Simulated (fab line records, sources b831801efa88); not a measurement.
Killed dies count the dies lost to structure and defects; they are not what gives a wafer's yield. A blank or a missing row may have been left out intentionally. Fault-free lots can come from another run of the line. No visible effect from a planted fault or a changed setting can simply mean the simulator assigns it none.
Struck lot and sound lot, side by side :: flow sky130 :: 33 out of 708 route steps
Sound: wafers L204.2, L204.3, L204.6. The struck wafers were L212.1, L212.2, L212.5. Last of all comes the cause.
Each step with rows lists, per side, the tool, then ch with its chambers, then its first start. Under that, the readings that differ: sound wafers :: struck wafers :: difference of the means :: sigmas: that difference in standard deviations of wafers without a fault.
alike: readings with means less than 2 such deviations apart, plus words and numbers identical on both sides. not compared: withheld readings, readings lacking a value on some wafer, bounds such as >300 that could conceal the same value, and numbers that have no deviation in the record and whose values overlap.
A row with sigmas, a row that says differs or no value, or rows on one side alone: a step with any of these is where the two part. Numbers that don't overlap but have no deviation are shown without sigmas and don't part them. A reading missing from all wafers of one side parts the sides only when that side holds two or more wafers.

first, 7 steps without rows for these wafers: SKY_SONOS_TUNNEL_DEVELOP_06 (develop time 60 s); SKY_SONOS_TUNNEL_IMPLANT_09; SKY_SONOS_TUNNEL_WET_ETCH_10 (etches SiO2 in dHF, target depth 14 nm, time 280 s); SKY_SONOS_TUNNEL_STRIP_11 (strips in SPM, time 600 s); SKY_SONOS_TUNNEL_CLEAN_13 (cleans in dHF, time 20 s); SKY_SONOS_ONO_OXIDATION_00 (stabilise 600 s, purge 300 s, target thk 2.6 nm); SKY_SONOS_ONO_CVD_02 (deposits Si3N4 from DCS/NH3, target thk 10.5 nm, time 180 s).
SKY_SONOS_ONO_CVD_04: deposits SiO2 from SiH4/N2O, target thk 5.7199 nm.
  sound on lpcvd-03 ch 1, day 13 08:28; struck on lpcvd-03 ch 1, day 16 07:44
reading: model.SiO2_of_SONOS_ONO_CVD_04.thkNm (nm)
sound: 5.695 5.631 5.637
struck: 6.906 6.884 6.922
difference: +1.250
sigmas: 
  alike: zonePowerLowerPct
SKY_SONOS_ONO_THK_MEAS_05:
  sound: filmMetro-02 at day 13 09:44; struck: filmMetro-02 at day 16 09:13
reading: SONOS_ONO_CVD_04_THK (nm)
sound: 5.68 5.63 5.66
struck: 6.93 6.88 6.92
difference: +1.25
sigmas: +13
  not compared: hold
then, 22 steps without rows for these wafers: SKY_SONOS_ONO_HMDS_07 (prime time 60 s); SKY_SONOS_ONO_COAT_08 (resist thk 1140 nm); SKY_SONOS_ONO_SOFTBAKE_09 (time 60 s); SKY_SONOS_ONO_EXPOSE_10 (exposes mask ONOM, target cd 410 nm); SKY_SONOS_ONO_PEB_11; SKY_SONOS_ONO_DEVELOP_12 (develop time 60 s); SKY_SONOS_ONO_ETCH_15 (etches the open film in CHF3/O2, target depth 19.52 nm, time 7.8 s); SKY_SONOS_ONO_WET_ETCH_16 (etches SiO2 in dHF, target depth 14 nm, time 280 s); SKY_SONOS_ONO_STRIP_17 (strips in O2/N2); SKY_SONOS_ONO_WET_ETCH_18 (etches Si3N4 in H3PO4, target depth 15 nm, time 172 s); SKY_GATE_OXIDE_CLEAN_00 (cleans in SC1/SC2, time 150 s); SKY_GATE_OXIDE_OXIDATION_01 (stabilise 600 s, purge 300 s, target thk 10.268 nm); SKY_GATE_OXIDE_DEHYDRATE_03 (time 60 s); SKY_GATE_OXIDE_HMDS_04 (prime time 60 s); SKY_GATE_OXIDE_COAT_05 (resist thk 1140 nm); SKY_GATE_OXIDE_SOFTBAKE_06 (time 60 s); SKY_GATE_OXIDE_EXPOSE_07 (exposes mask LVOM, target cd 600 nm); SKY_GATE_OXIDE_PEB_08; SKY_GATE_OXIDE_DEVELOP_09 (develop time 60 s); SKY_GATE_OXIDE_IMPLANT_11; SKY_GATE_OXIDE_WET_ETCH_12 (etches SiO2 in dHF, target depth 16.8 nm, time 336 s); SKY_GATE_OXIDE_STRIP_13 (strips in O2/N2).
-- the record jumps here: 3 days lie between the struck wafers' starts before and after --
SKY_GATE_OXIDE_CLEAN_15: cleans in SC1/SC2, time 150 s.
  sound on wetBench-03 ch 1, day 15 16:57; struck on wetBench-02 ch 3, day 18 22:26
reading: model.SiO2_of_SONOS_ONO_CVD_04.thkNm (nm)
sound: 4.174 4.115 4.116
struck: 5.394 5.378 5.407
difference: +1.258
sigmas: 
-- here the record skips 31 days between the struck wafers' starts before and after, leaving off in module GATE_OXIDE and picking up in module PAD_OPEN (first step shown: number 708 of the route) --
SKY_PAD_OPEN_PROBE_99:
  sound: prober-02 at day 47 06:13; struck: prober-01 at day 49 10:31
reading: model.etest.sonosErased.driveUaUm
sound: 194.4 192.1 192.2
struck: 125.3 111 115
difference: -75.8
sigmas: 

reading: model.etest.sonosUncharged.rOnOhmUm
sound: 823.7 824 819.6
struck: 835.7 843.2 836.6
difference: +16.1
sigmas: 

reading: model.etest.sonosProgrammed.offLog10AUm
sound: -13.88 -14.03 -13.96
struck: -12.4 -12.2 -12.05
difference: +1.7
sigmas: 

reading: model.etest.capOno.gateLog10ACm2
sound: -7.959 -7.808 -7.898
struck: -9.414 -9.353 -9.394
difference: -1.499
sigmas: 

reading: model.etest.capOno.gateBvV (V)
sound: 16.2 16.04 16.39
struck: 17.3 17.45 17.09
difference: +1.1
sigmas: 

reading: model.etest.capOno.toxAccNm (nm)
sound: 12.87 12.77 12.85
struck: 13.93 14.03 14.06
difference: +1.18
sigmas: 

reading: model.etest.sonosProgrammed.vtV (V)
sound: 1.492 1.54 1.554
struck: 0.8369 0.7987 0.7748
difference: -0.7252
sigmas: 

reading: model.etest.sonosErased.vtV (V)
sound: -2.301 -2.295 -2.289
struck: -1.696 -1.639 -1.641
difference: +0.636
sigmas: 
  alike: killed_at_M0_to_M3, killed_at_M4_up, killedAtContacts, killedAtFrontEnd, killedDies, killedOpen, killedShort

WHERE THEY PART
Only at SKY_SONOS_ONO_THK_MEAS_05, as far as this record shows. Later steps at which nothing parts them and some readings are alike: SKY_PAD_OPEN_PROBE_99.

WHY: what the simulator had put in
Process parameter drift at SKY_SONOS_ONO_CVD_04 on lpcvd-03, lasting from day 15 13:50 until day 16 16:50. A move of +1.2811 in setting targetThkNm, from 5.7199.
